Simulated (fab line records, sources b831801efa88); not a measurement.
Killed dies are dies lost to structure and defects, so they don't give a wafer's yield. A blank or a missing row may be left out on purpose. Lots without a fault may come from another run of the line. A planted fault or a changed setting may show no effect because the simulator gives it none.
Chamber matching | flow sky130 | SKY_VIA3_ETCH_14 on rie_diel-01: 4 sister chambers
The step etches BARC in N2/H2, stops on SiO2, time 45.9 s, target depth 60 nm. 14 wafers are shown with their chamber, then 7 later ones without.

WAFERS WITH THEIR CHAMBER
wafer  | chamber | drypump_motor_current_A (A) | bias_w (W) | oes_product_au (a.u.)
L075.2 | 3       | 6.1                         | 99.35      | 0.856
L075.3 | 2       | 6.0                         | 100.10     | 0.859
L075.6 | 0       | 5.7                         | 99.99      | 0.847
L077.2 | 0       | 5.7                         | 99.94      | 0.856
L077.4 | 3       | 6.1                         | 99.53      | 0.850
L077.5 | 0       | 5.7                         | 99.97      | 0.850
L080.1 | 0       | 5.7                         | 99.91      | 0.856
L080.2 | 3       | 6.1                         | 100.03     | 0.855
L080.5 | 3       | 6.1                         | 99.74      | 0.857
L082.1 | 2       | 5.9                         | 100.03     | 0.857
L082.5 | 0       | 5.7                         | 100.25     | 0.851
L082.6 | 1       | 5.4                         | 99.93      | 0.859
L084.1 | 1       | 5.5                         | 100.12     | 0.853
L084.4 | 0       | 5.7                         | 99.94      | 0.853

SIGNATURES (means of the wafers above)
reading                 | chamber 0 | chamber 1 | chamber 2 | chamber 3 | scatter within a chamber
drypump_motor_current_A | 5.700     | 5.450     | 5.950     | 6.100     | 0.0316
bias_w                  | 100.0000  | 100.0250  | 100.0650  | 99.6625   | 0.189
oes_product_au          | 0.85217   | 0.85600   | 0.85800   | 0.85450   | 0.00334
Rule: a wafer's distance from a chamber is the root of the sum, over the readings, of the square of ((its reading less the chamber's mean) divided by the reading's scatter). The wafer belongs to the nearest chamber; if the next one is less than 2 further off, it can't be placed. The scatter: the root of (the sum of the squares of (reading less its chamber's mean) over the shown wafers, divided by (wafers less chambers)).

WAFERS WITHOUT THEIR CHAMBER
wafer  | drypump_motor_current_A (A) | bias_w (W) | oes_product_au (a.u.)
L084.5 | 6.1                         | 100.14     | 0.852
L089.2 | 5.5                         | 99.06      | 0.861
L089.3 | 5.7                         | 99.51      | 0.855
L089.4 | 5.9                         | 100.09     | 0.859
L097.1 | 5.7                         | 99.28      | 0.859
L097.3 | 5.5                         | 99.78      | 0.846
L097.4 | 5.9                         | 99.72      | 0.859

WHICH CHAMBER EACH WENT THROUGH
wafer  | from the rows above | in truth
L084.5 | 3                   | 3
L089.2 | 1                   | 1
L089.3 | 0                   | 0
L089.4 | 2                   | 2
L097.1 | 0                   | 0
L097.3 | 1                   | 1
L097.4 | 2                   | 2
Placed correctly: 7 of 7. Can't be placed from these rows: 0. Placed wrongly: 0.
